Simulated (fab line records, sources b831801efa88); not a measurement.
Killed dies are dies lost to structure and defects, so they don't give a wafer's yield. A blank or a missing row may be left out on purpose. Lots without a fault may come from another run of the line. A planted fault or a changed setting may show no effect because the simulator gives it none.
Chamber matching | flow gf180mcu | GF_MIM_CVD_05 on pecvd-04: 3 sister chambers
The step deposits Si3N4, target thk 42 nm, time 29.086 s. 3 wafers are shown with their chamber, then 9 later ones without.

WAFERS WITH THEIR CHAMBER
wafer  | chamber | heater_power_w (W)
L083.6 | 0       | 683
L088.4 | 2       | 520
L088.6 | 1       | 623

WAFERS WITHOUT THEIR CHAMBER
wafer  | heater_power_w (W)
L089.2 | 636
L089.3 | 558
L089.4 | 668
L090.1 | 583
L090.4 | 648
L090.6 | 534
L096.1 | 747
L096.4 | 642
L096.6 | 738

WHICH CHAMBER EACH WENT THROUGH
wafer  | from the rows above          | in truth
L089.2 | can't be placed: 1 or 0      | 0
L089.3 | can't be placed: 2 or 1      | 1
L089.4 | can't be placed: 0 or 1      | 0
L090.1 | can't be placed: 1 or 2 or 0 | 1
L090.4 | can't be placed: 1 or 0      | 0
L090.6 | 2                            | 2
L096.1 | can't be placed: 0 or 1      | 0
L096.4 | can't be placed: 1 or 0      | 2
L096.6 | can't be placed: 0 or 1      | 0
Placed correctly: 1 of 9. Can't be placed from these rows: 8 (the true chamber is among the candidates in 7). Placed wrongly: 0.
How it was worked out, from the rows above alone: a wafer's distance from a chamber is the root of the sum, over the readings, of the square of ((its reading less the chamber's mean) divided by the reading's scatter). The wafer belongs to the nearest chamber; if the next one is less than 2 further off, it can't be placed. A chamber's mean is the mean of its shown wafers. The scatter: with one shown wafer a chamber, the root of the mean of the squares of how far each hidden wafer lies from its nearest shown one.
